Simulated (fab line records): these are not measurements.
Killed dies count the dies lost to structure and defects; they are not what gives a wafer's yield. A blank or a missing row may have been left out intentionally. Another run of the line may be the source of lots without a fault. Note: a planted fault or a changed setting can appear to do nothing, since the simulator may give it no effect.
fab line records + flow gf180mcu
record
- lots=13
- wafers=39
- last-day=34
route steps=602 shown POLY_GATE@170 HV_LDD@187 NSD@239 PSD@259
lots untouched by any fault: they come from a run of this same line in which no faults occurred
start-h: start of the lot's first displayed wafer, in hours after the record's first day + wait-h: hours since the lot's step before + " repeats the value in the row above + L1.1+2: a row that stands for several wafers + - no value, or no start was given + * or withheld: withheld + < > ~ a bound
route shown NAME@n: names a module that has steps shown in the file, with the first one's number in the route + usual: mean/standard deviation taken from wafers without a fault + same: alike in all rows + chamber/n: place in a boat + sites: the reading at each site + _std_site: standard deviation of those values + _edge_site: inner sites' mean taken away from outer sites' mean + radius-mm: for every site, how far away it sits from the centre of the wafer + mask NAME#n: copy n + behind: tool/chamber where the wafer was last shaped + hold: cause of the lot's hold/its duration in hours/its outcome + device: names the non-switching transistor (n, p or np) + end of line: tests of these same wafers at the route's end + a step with no rows: only its recipe + killed: at the first sort, the dies lost to defects and structure; wafer yield is something else + map: the dies of a wafer, with x for killed, . for not killed, _ for no die there
set.NAME: the setting as run; set.NAME@STEP: as run at that earlier step + model.NAME: the simulator's own value behind a step, which no gauge read
steps of the route over a sample of lots; a table a step, a row a wafer
services: when a tool's chamber went out of use (start-h, in hours from the record's first day, below 0 if earlier), for how many hours, and the reason
## steps
# step GF_POLY_GATE_ETCH_13
# recipe
- target=poly-Si
- target-depth-nm=198.5
- stop-on=SiO2
- over-etch-frac=0.403
- chemistry=HBr/Cl2
- icp-w=400
- bias-w=100
- pressure-mtorr=10
- HBr_flow_sccm=150
- Cl2_flow_sccm=50
- time-s=69.6
# usual
- bias-w=100.0/0.32
- drypump-motor-current-A=5.4/0.38
- oes-product-au=0.987/0.011
- throttle-valve-pct=33.684/0.0098
# same
- time-s=69.6
| lot.wafer | tool      | chamber | start-h | wait-h | bias-w | drypump-motor-current-A | oes-product-au | rf-hours-counter-h | throttle-valve-pct |
|-----------|-----------|---------|---------|--------|--------|-------------------------|----------------|--------------------|--------------------|
| L466.2    | rie-si-02 | 3       | 199.82  | -      | 100.8  | 4.8                     | 0.992          | 119                | 33.683             |
| L466.4    | "         | 0       | "       | "      | 100.2  | 4.9                     | 0.991          | -                  | 33.692             |
| L466.6    | "         | 2       | "       | "      | 100.1  | 5.2                     | 0.982          | -                  | 33.676             |
| L467.2    | rie-si-02 | 3       | 204.37  | -      | 100.5  | 4.8                     | 0.997          | 119                | 33.702             |
| L467.3    | "         | 2       | "       | "      | 100.1  | 5.2                     | 0.994          | 2                  | 33.670             |
| L467.5    | "         | 3       | "       | "      | 100.0  | 4.8                     | 1.012          | -                  | 33.690             |
| L469.2    | rie-si-02 | 1       | 223.01  | -      | 99.6   | 6.1                     | 0.961          | 0                  | 33.696             |
| L469.4    | "         | 1       | "       | "      | 99.9   | 6.1                     | 0.956          | -                  | 33.693             |
| L469.6    | "         | 3       | "       | "      | 100.5  | 4.8                     | 1.001          | -                  | 33.690             |
| L472.3    | rie-si-02 | 0       | 239.31  | -      | 99.9   | 5.0                     | 0.990          | 2                  | 33.677             |
| L472.4    | "         | 1       | "       | "      | 100.2  | 6.1                     | 0.972          | -                  | 33.679             |
| L472.5    | "         | 2       | "       | "      | 100.0  | 5.2                     | 0.988          | -                  | 33.685             |
| L474.1    | rie-si-01 | 0       | 254.86  | -      | 99.6   | 5.6                     | 0.982          | 4                  | 33.677             |
| L474.3    | "         | 1       | "       | "      | 99.9   | 5.5                     | 0.995          | 4                  | 33.683             |
| L474.5    | "         | 3       | "       | "      | 100.2  | 5.1                     | 0.986          | -                  | 33.675             |
| L475.1    | rie-si-02 | 3       | 269.61  | -      | 99.8   | 4.8                     | 1.001          | 0                  | 33.700             |
| L475.2    | "         | 1       | "       | "      | 100.4  | 6.1                     | 0.967          | 1                  | 33.696             |
| L475.6    | "         | 0       | "       | "      | 100.2  | 5.0                     | 0.998          | -                  | 33.684             |
| L482.1    | rie-si-02 | 1       | 311.18  | -      | 99.8   | 6.1                     | 0.975          | 1                  | 33.691             |
| L482.3    | "         | 3       | "       | "      | 99.9   | 4.8                     | 0.998          | 0                  | 33.691             |
| L482.6    | "         | 0       | "       | "      | 99.9   | 4.9                     | 0.999          | -                  | 33.693             |
| L483.3    | rie-si-01 | 0       | 321.42  | -      | 100.0  | 5.6                     | 0.985          | 4                  | 33.672             |
| L483.5    | "         | 2       | "       | "      | 99.9   | 5.5                     | 0.999          | -                  | 33.694             |
| L483.6    | "         | 3       | "       | "      | 99.7   | 5.1                     | 0.980          | -                  | 33.687             |
| L484.3    | rie-si-01 | 2       | 326.83  | -      | 99.9   | 5.6                     | 0.993          | 1                  | 33.676             |
| L484.4    | "         | 2       | "       | "      | 99.8   | 5.6                     | 1.005          | -                  | 33.670             |
| L484.6    | "         | 0       | "       | "      | 99.7   | 5.6                     | 0.995          | -                  | 33.668             |
| L485.1    | rie-si-01 | 1       | 331.92  | -      | 100.0  | 5.5                     | 0.991          | 5                  | 33.687             |
| L485.3    | "         | 2       | "       | "      | 100.0  | 5.5                     | 0.985          | 1                  | 33.665             |
| L485.5    | "         | 1       | "       | "      | 100.2  | 5.5                     | 0.992          | -                  | 33.691             |
| L486.3    | rie-si-01 | 0       | 338.43  | -      | 100.0  | 5.6                     | 0.984          | 4                  | 33.679             |
| L486.4    | "         | 1       | "       | "      | 100.1  | 5.6                     | 0.998          | -                  | 33.680             |
| L486.5    | "         | 0       | "       | "      | 100.3  | 5.6                     | 0.993          | -                  | 33.680             |
| L487.3    | rie-si-01 | 3       | 342.37  | -      | 100.0  | 5.1                     | 0.982          | 0                  | 33.686             |
| L487.5    | "         | 2       | "       | "      | 100.2  | 5.6                     | 0.997          | -                  | 33.671             |
| L487.6    | "         | 3       | "       | "      | 100.4  | 5.1                     | 0.978          | -                  | 33.671             |
| L489.2    | rie-si-01 | 0       | 361.66  | -      | 100.2  | 5.6                     | 0.985          | 5                  | 33.705             |
| L489.3    | "         | 2       | "       | "      | 100.4  | 5.5                     | 0.999          | 1                  | 33.690             |
| L489.6    | "         | 3       | "       | "      | 100.0  | 5.1                     | 0.983          | -                  | 33.696             |
# step GF_POLY_GATE_STRIP_14
# recipe
- chemistry=O2/N2
- power-w=1400
- pressure-mtorr=1500
- platen-temp-c=250
- o2-flow-sccm=3000
- n2-flow-sccm=300
- overash-fraction=0.5
# usual
- drypump-motor-current-A=5.9/0.38
- heater-power-w=321/24
- oes-product-au=0.504/0.0047
| lot.wafer | tool            | chamber | start-h | wait-h | drypump-motor-current-A | heater-power-w | oes-product-au | rf-hours-counter-h |
|-----------|-----------------|---------|---------|--------|-------------------------|----------------|----------------|--------------------|
| L466.2    | plasma-asher-04 | 0       | 199.87  | 0.0    | 5.2                     | 310            | 0.501          | 54                 |
| L466.4    | "               | 1       | "       | "      | 6.2                     | 351            | 0.508          | -                  |
| L466.6    | "               | 0       | "       | "      | 5.2                     | 306            | 0.508          | -                  |
| L467.2    | plasma-asher-02 | 1       | 204.42  | 0.0    | 6.0                     | 342            | 0.508          | 56                 |
| L467.3    | "               | 0       | "       | "      | 6.1                     | 328            | 0.503          | -                  |
| L467.5    | "               | 0       | "       | "      | 6.1                     | 332            | 0.503          | -                  |
| L469.2    | plasma-asher-04 | 1       | 223.07  | 0.0    | 6.2                     | 341            | 0.512          | 57                 |
| L469.4    | "               | 0       | "       | "      | 5.2                     | 303            | 0.505          | -                  |
| L469.6    | "               | 1       | "       | "      | 6.2                     | 348            | 0.500          | -                  |
| L472.3    | plasma-asher-02 | 0       | 239.40  | 0.1    | 6.1                     | 334            | 0.502          | -                  |
| L472.4    | "               | 1       | "       | "      | 6.0                     | 343            | 0.506          | -                  |
| L472.5    | "               | 0       | "       | "      | 6.1                     | 328            | 0.509          | -                  |
| L474.1    | plasma-asher-01 | 1       | 254.91  | 0.0    | 6.3                     | 277            | 0.501          | 47                 |
| L474.3    | "               | 1       | "       | "      | 6.3                     | 278            | 0.497          | -                  |
| L474.5    | "               | 1       | "       | "      | 6.3                     | 283            | 0.511          | -                  |
| L475.1    | plasma-asher-02 | 1       | 269.66  | 0.0    | 6.1                     | 344            | 0.503          | 63                 |
| L475.2    | "               | 0       | "       | "      | 6.1                     | 334            | 0.509          | 63                 |
| L475.6    | "               | 1       | "       | "      | 6.1                     | 347            | 0.506          | -                  |
| L482.1    | plasma-asher-01 | 0       | 311.24  | 0.0    | 5.6                     | 326            | 0.505          | 53                 |
| L482.3    | "               | 0       | "       | "      | 5.6                     | 317            | 0.505          | -                  |
| L482.6    | "               | 1       | "       | "      | 6.3                     | 286            | 0.502          | -                  |
| L483.3    | plasma-asher-04 | 1       | 321.50  | 0.1    | 6.2                     | 343            | 0.503          | -                  |
| L483.5    | "               | 0       | "       | "      | 5.1                     | 310            | 0.500          | -                  |
| L483.6    | "               | 1       | "       | "      | 6.2                     | 342            | 0.509          | -                  |
| L484.3    | plasma-asher-01 | 1       | 326.92  | 0.1    | 6.3                     | 280            | 0.503          | -                  |
| L484.4    | "               | 0       | "       | "      | 5.6                     | 321            | 0.500          | -                  |
| L484.6    | "               | 0       | "       | "      | 5.6                     | 322            | 0.509          | -                  |
| L485.1    | plasma-asher-01 | 0       | 331.97  | 0.0    | 5.6                     | 320            | 0.504          | 56                 |
| L485.3    | "               | 0       | "       | "      | 5.6                     | 326            | 0.511          | -                  |
| L485.5    | "               | 0       | "       | "      | 5.6                     | 322            | 0.511          | -                  |
| L486.3    | plasma-asher-02 | 1       | 338.52  | 0.1    | 6.0                     | 353            | 0.499          | -                  |
| L486.4    | "               | 0       | "       | "      | 6.1                     | 333            | 0.511          | -                  |
| L486.5    | "               | 1       | "       | "      | 6.0                     | 344            | 0.499          | -                  |
| L487.3    | plasma-asher-01 | 1       | 342.45  | 0.1    | 6.3                     | 280            | 0.506          | -                  |
| L487.5    | "               | 1       | "       | "      | 6.3                     | 277            | 0.500          | -                  |
| L487.6    | "               | 0       | "       | "      | 5.6                     | 323            | 0.507          | -                  |
| L489.2    | plasma-asher-04 | 0       | 361.72  | 0.0    | 5.2                     | 306            | 0.507          | 70                 |
| L489.3    | "               | 0       | "       | "      | 5.2                     | 305            | 0.516          | -                  |
| L489.6    | "               | 1       | "       | "      | 6.2                     | 336            | 0.503          | -                  |
# step GF_HV_LDD_TW_MEAS_11
# usual
- HV_LDD_TW=2404/16
| lot.wafer | tool          | chamber | start-h | wait-h | HV_LDD_TW |
|-----------|---------------|---------|---------|--------|-----------|
| L466.2    | film-metro-04 | -       | 219.04  | 0.1    | 2409      |
| L466.4    | "             | -       | "       | "      | 2389      |
| L466.6    | "             | -       | "       | "      | 2401      |
| L467.2    | film-metro-03 | -       | 224.62  | 0.1    | 2417      |
| L467.3    | "             | -       | "       | "      | 2408      |
| L467.5    | "             | -       | "       | "      | 2423      |
| L469.2    | film-metro-03 | -       | 243.12  | 0.1    | 2407      |
| L469.4    | "             | -       | "       | "      | 2415      |
| L469.6    | "             | -       | "       | "      | 2403      |
| L472.3    | film-metro-03 | -       | 259.33  | 0.1    | 2419      |
| L472.4    | "             | -       | "       | "      | 2403      |
| L472.5    | "             | -       | "       | "      | 2414      |
| L474.1    | film-metro-04 | -       | 275.68  | 0.1    | 2406      |
| L474.3    | "             | -       | "       | "      | 2396      |
| L474.5    | "             | -       | "       | "      | 2387      |
| L475.1    | film-metro-03 | -       | 290.63  | 0.1    | 2396      |
| L475.2    | "             | -       | "       | "      | 2408      |
| L475.6    | "             | -       | "       | "      | 2415      |
| L482.1    | film-metro-03 | -       | 335.13  | 0.1    | 2405      |
| L482.3    | "             | -       | "       | "      | 2432      |
| L482.6    | "             | -       | "       | "      | 2421      |
| L483.3    | film-metro-03 | -       | 344.53  | 0.1    | 2420      |
| L483.5    | "             | -       | "       | "      | 2437      |
| L483.6    | "             | -       | "       | "      | 2427      |
| L484.3    | film-metro-04 | -       | 351.14  | 0.1    | 2384      |
| L484.4    | "             | -       | "       | "      | 2384      |
| L484.6    | "             | -       | "       | "      | 2391      |
| L485.1    | film-metro-01 | -       | 354.96  | 0.1    | 2388      |
| L485.3    | "             | -       | "       | "      | 2382      |
| L485.5    | "             | -       | "       | "      | 2388      |
| L486.3    | film-metro-01 | -       | 361.95  | 0.1    | 2397      |
| L486.4    | "             | -       | "       | "      | 2388      |
| L486.5    | "             | -       | "       | "      | 2380      |
| L487.3    | film-metro-04 | -       | 366.35  | 0.1    | 2380      |
| L487.5    | "             | -       | "       | "      | 2381      |
| L487.6    | "             | -       | "       | "      | 2372      |
| L489.2    | film-metro-03 | -       | 385.42  | 0.1    | 2428      |
| L489.3    | "             | -       | "       | "      | 2429      |
| L489.6    | "             | -       | "       | "      | 2433      |
# step GF_NSD_EXPOSE_04
# recipe
- mask-id=Nplus
- target-cd-nm=400
- na=0.6
- source-shape=conventional
- sigma-outer=0.6
- dose-mj=140
| lot.wafer  | tool             | chamber | start-h | wait-h | mask    |
|------------|------------------|---------|---------|--------|---------|
| L466.2+4+6 | iline-stepper-01 | 0       | 288.20  | -      | Nplus#0 |
| L467.2+3+5 | iline-stepper-01 | 0       | 293.39  | -      | Nplus#0 |
| L469.2+4+6 | iline-stepper-01 | 0       | 315.64  | -      | Nplus#0 |
| L472.3+4+5 | iline-stepper-02 | 0       | 332.70  | -      | Nplus#0 |
| L474.1+3+5 | iline-stepper-02 | 0       | 352.04  | -      | Pplus#0 |
| L475.1+2+6 | iline-stepper-01 | 0       | 370.88  | -      | Nplus#0 |
| L482.1+3+6 | iline-stepper-01 | 0       | 417.83  | -      | Nplus#0 |
| L483.3+5+6 | iline-stepper-01 | 0       | 428.50  | -      | Nplus#0 |
| L484.3+4+6 | iline-stepper-02 | 0       | 434.19  | -      | Nplus#0 |
| L485.1+3+5 | iline-stepper-02 | 0       | 440.47  | -      | Nplus#0 |
| L486.3+4+5 | iline-stepper-01 | 0       | 446.98  | -      | Nplus#0 |
| L487.3+5+6 | iline-stepper-02 | 0       | 452.68  | -      | Nplus#0 |
| L489.2+3+6 | iline-stepper-01 | 0       | 472.33  | -      | Nplus#0 |
# step GF_NSD_CD_MEAS_07
# recipe
- target-cd-nm=400
# usual
- cd-nm=399.9/2.3
| lot.wafer | tool      | chamber | start-h | wait-h | cd-nm |
|-----------|-----------|---------|---------|--------|-------|
| L466.2    | cd-sem-01 | -       | 297.48  | 0.1    | 398.6 |
| L466.4    | "         | -       | "       | "      | 399.7 |
| L466.6    | "         | -       | "       | "      | 398.7 |
| L467.2    | cd-sem-02 | -       | 302.90  | 0.1    | 397.4 |
| L467.3    | "         | -       | "       | "      | 397.6 |
| L467.5    | "         | -       | "       | "      | 398.6 |
| L469.2    | cd-sem-02 | -       | 325.78  | 0.1    | 400.6 |
| L469.4    | "         | -       | "       | "      | 400.2 |
| L469.6    | "         | -       | "       | "      | 400.4 |
| L472.3    | cd-sem-01 | -       | 342.62  | 0.1    | 400.6 |
| L472.4    | "         | -       | "       | "      | 399.7 |
| L472.5    | "         | -       | "       | "      | 397.6 |
| L474.1    | cd-sem-02 | -       | 363.01  | 0.1    | -     |
| L474.3    | "         | -       | "       | "      | -     |
| L474.5    | "         | -       | "       | "      | -     |
| L475.1    | cd-sem-01 | -       | 382.18  | 0.1    | 401.7 |
| L475.2    | "         | -       | "       | "      | 402.3 |
| L475.6    | "         | -       | "       | "      | 400.5 |
| L482.1    | cd-sem-01 | -       | 429.47  | 0.1    | 402.9 |
| L482.3    | "         | -       | "       | "      | 402.1 |
| L482.6    | "         | -       | "       | "      | 403.3 |
| L483.3    | cd-sem-02 | -       | 440.31  | 0.1    | 397.6 |
| L483.5    | "         | -       | "       | "      | 401.4 |
| L483.6    | "         | -       | "       | "      | 398.2 |
| L484.3    | cd-sem-01 | -       | 445.61  | 0.1    | 400.2 |
| L484.4    | "         | -       | "       | "      | 399.0 |
| L484.6    | "         | -       | "       | "      | 398.1 |
| L485.1    | cd-sem-02 | -       | 452.61  | 0.1    | 397.5 |
| L485.3    | "         | -       | "       | "      | 400.3 |
| L485.5    | "         | -       | "       | "      | 398.1 |
| L486.3    | cd-sem-02 | -       | 458.96  | 0.1    | 403.6 |
| L486.4    | "         | -       | "       | "      | 401.6 |
| L486.5    | "         | -       | "       | "      | 402.6 |
| L487.3    | cd-sem-01 | -       | 464.43  | 0.1    | 399.8 |
| L487.5    | "         | -       | "       | "      | 400.6 |
| L487.6    | "         | -       | "       | "      | 399.5 |
| L489.2    | cd-sem-02 | -       | 484.43  | 0.1    | 400.4 |
| L489.3    | "         | -       | "       | "      | 399.7 |
| L489.6    | "         | -       | "       | "      | 401.3 |
# step GF_NSD_TW_MEAS_12
# usual
- NSD_TW=4239/28
| lot.wafer | tool          | chamber | start-h | wait-h | NSD_TW |
|-----------|---------------|---------|---------|--------|--------|
| L466.2    | film-metro-03 | -       | 298.03  | 0.1    | 4255   |
| L466.4    | "             | -       | "       | "      | 4272   |
| L466.6    | "             | -       | "       | "      | 4275   |
| L467.2    | film-metro-02 | -       | 303.44  | 0.1    | 4211   |
| L467.3    | "             | -       | "       | "      | 4217   |
| L467.5    | "             | -       | "       | "      | 4190   |
| L469.2    | film-metro-03 | -       | 326.32  | 0.1    | 4247   |
| L469.4    | "             | -       | "       | "      | 4243   |
| L469.6    | "             | -       | "       | "      | 4242   |
| L472.3    | film-metro-03 | -       | 343.15  | 0.1    | 4317   |
| L472.4    | "             | -       | "       | "      | 4268   |
| L472.5    | "             | -       | "       | "      | 4288   |
| L474.1    | film-metro-03 | -       | 363.56  | 0.1    | 30     |
| L474.3    | "             | -       | "       | "      | 30     |
| L474.5    | "             | -       | "       | "      | 30     |
| L475.1    | film-metro-02 | -       | 382.73  | 0.1    | 4230   |
| L475.2    | "             | -       | "       | "      | 4226   |
| L475.6    | "             | -       | "       | "      | 4231   |
| L482.1    | film-metro-01 | -       | 430.03  | 0.1    | 4245   |
| L482.3    | "             | -       | "       | "      | 4235   |
| L482.6    | "             | -       | "       | "      | 4227   |
| L483.3    | film-metro-03 | -       | 440.84  | 0.1    | 4251   |
| L483.5    | "             | -       | "       | "      | 4258   |
| L483.6    | "             | -       | "       | "      | 4243   |
| L484.3    | film-metro-03 | -       | 446.14  | 0.1    | 4246   |
| L484.4    | "             | -       | "       | "      | 4267   |
| L484.6    | "             | -       | "       | "      | 4248   |
| L485.1    | film-metro-03 | -       | 453.16  | 0.1    | 4253   |
| L485.3    | "             | -       | "       | "      | 4253   |
| L485.5    | "             | -       | "       | "      | 4268   |
| L486.3    | film-metro-02 | -       | 459.49  | 0.1    | 4227   |
| L486.4    | "             | -       | "       | "      | 4200   |
| L486.5    | "             | -       | "       | "      | 4185   |
| L487.3    | film-metro-02 | -       | 464.96  | 0.1    | 4224   |
| L487.5    | "             | -       | "       | "      | 4226   |
| L487.6    | "             | -       | "       | "      | 4219   |
| L489.2    | film-metro-01 | -       | 484.97  | 0.1    | 4214   |
| L489.3    | "             | -       | "       | "      | 4240   |
| L489.6    | "             | -       | "       | "      | 4240   |
# step GF_PSD_TW_MEAS_11
# usual
- PSD_TW=3170/22
| lot.wafer | tool          | chamber | start-h | wait-h | PSD_TW |
|-----------|---------------|---------|---------|--------|--------|
| L466.2    | film-metro-03 | -       | 318.82  | 0.1    | 3211   |
| L466.4    | "             | -       | "       | "      | 3210   |
| L466.6    | "             | -       | "       | "      | 3203   |
| L467.2    | film-metro-03 | -       | 324.12  | 0.1    | 3189   |
| L467.3    | "             | -       | "       | "      | 3192   |
| L467.5    | "             | -       | "       | "      | 3179   |
| L469.2    | film-metro-03 | -       | 347.77  | 0.1    | 3192   |
| L469.4    | "             | -       | "       | "      | 3196   |
| L469.6    | "             | -       | "       | "      | 3199   |
| L472.3    | film-metro-02 | -       | 365.28  | 0.1    | 3173   |
| L472.4    | "             | -       | "       | "      | 3183   |
| L472.5    | "             | -       | "       | "      | 3167   |
| L474.1    | film-metro-03 | -       | 386.06  | 0.1    | 4309   |
| L474.3    | "             | -       | "       | "      | 4274   |
| L474.5    | "             | -       | "       | "      | 4248   |
| L475.1    | film-metro-02 | -       | 405.46  | 0.1    | 3176   |
| L475.2    | "             | -       | "       | "      | 3206   |
| L475.6    | "             | -       | "       | "      | 3179   |
| L482.1    | film-metro-02 | -       | 455.04  | 0.1    | 3149   |
| L482.3    | "             | -       | "       | "      | 3156   |
| L482.6    | "             | -       | "       | "      | 3145   |
| L483.3    | film-metro-01 | -       | 465.97  | 0.1    | 3154   |
| L483.5    | "             | -       | "       | "      | 3167   |
| L483.6    | "             | -       | "       | "      | 3125   |
| L484.3    | film-metro-01 | -       | 470.49  | 0.1    | 3157   |
| L484.4    | "             | -       | "       | "      | 3128   |
| L484.6    | "             | -       | "       | "      | 3131   |
| L485.1    | film-metro-02 | -       | 477.97  | 0.1    | 3169   |
| L485.3    | "             | -       | "       | "      | 3168   |
| L485.5    | "             | -       | "       | "      | 3155   |
| L486.3    | film-metro-03 | -       | 483.88  | 0.1    | 3194   |
| L486.4    | "             | -       | "       | "      | 3203   |
| L486.5    | "             | -       | "       | "      | 3193   |
| L487.3    | film-metro-01 | -       | 489.37  | 0.1    | 3153   |
| L487.5    | "             | -       | "       | "      | 3157   |
| L487.6    | "             | -       | "       | "      | 3157   |
| L489.2    | film-metro-03 | -       | 509.36  | 0.1    | 3170   |
| L489.3    | "             | -       | "       | "      | 3174   |
| L489.6    | "             | -       | "       | "      | 3176   |
## services
| tool             | chamber | start-h | hours | kind                    |
|------------------|---------|---------|-------|-------------------------|
| iline-stepper-01 | -       | 189.20  | 1.7   | pm                      |
| rie-si-01        | 2       | 204.99  | -     | clean                   |
| rie-si-01        | 2       | 204.99  | 21.8  | scheduled-down          |
| rie-si-01        | 2       | 204.99  | 21.8  | vent-cycle              |
| rie-si-02        | 0       | 221.29  | 4.9   | repair                  |
| rie-si-02        | -       | 257.74  | 0.1   | repair                  |
| iline-stepper-02 | -       | 262.13  | 1.7   | pm                      |
| rie-si-01        | 2       | 305.56  | 5.7   | repair                  |
| plasma-asher-04  | -       | 321.90  | 6.9   | repair                  |
| rie-si-01        | 3       | 324.78  | -     | clean                   |
| rie-si-01        | 3       | 324.78  | 15.6  | scheduled-down          |
| rie-si-01        | 3       | 324.78  | 15.6  | vent-cycle              |
| rie-si-02        | 1       | 332.08  | 11.9  | repair                  |
| rie-si-01        | -       | 364.94  | 14.6  | pm                      |
| iline-stepper-01 | -       | 381.29  | 2.1   | pm                      |
| iline-stepper-01 | -       | 383.38  | -     | consumable-replace:lamp |
| rie-si-02        | -       | 386.56  | 2.8   | pm                      |
| rie-si-01        | -       | 396.32  | 1.7   | repair                  |
| rie-si-02        | 3       | 400.06  | 14.4  | repair                  |
| iline-stepper-01 | -       | 407.38  | 1.7   | pm                      |
| plasma-asher-04  | -       | 410.83  | 15.6  | pm                      |
| rie-si-01        | -       | 421.32  | 0.9   | repair                  |
| plasma-asher-04  | -       | 426.43  | 9.0   | pm                      |
| rie-si-01        | -       | 441.93  | 15.6  | pm                      |
## key
first-sign
- step=GF_NSD_EXPOSE_04
- reading=mask
- direction=changed
effect
- step=GF_NSD_CD_MEAS_07
- reading=cd-nm
- direction=missing
effect
- step=GF_NSD_TW_MEAS_12
- reading=NSD_TW
- direction=down
- sigmas=99+
- usual=4239
- struck=30
effect
- step=GF_PSD_TW_MEAS_11
- reading=PSD_TW
- direction=up
- sigmas=50
- usual=3170
- struck=4277
met-at GF_NSD_EXPOSE_04
struck-lots L474
sort-left-out L474.1,L474.3,L474.5
tester-left-out L474
not-acting-at GF_POLY_GATE_ETCH_13,GF_POLY_GATE_STRIP_14,GF_HV_LDD_TW_MEAS_11
onset-between 332.70 352.04
fault
- kind=wrong-mask
- tool=any
- chamber=-
- onset-h=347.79
- steps=GF_NSD_EXPOSE_04
- aux-copy=Pplus#0
- scope=struck-lots-only
# tester-left-out: of these lots the tester's yield and bins aren't shown, on N5 and GAA mostly nor the transistor test; their killed dies are dies lost to structure and defects alone, not to doping, threshold or leakage, so they don't give the yield
# sort-left-out: the simulated sort isn't trusted on such a fault, so these wafers' sort isn't shown, and their yield isn't known
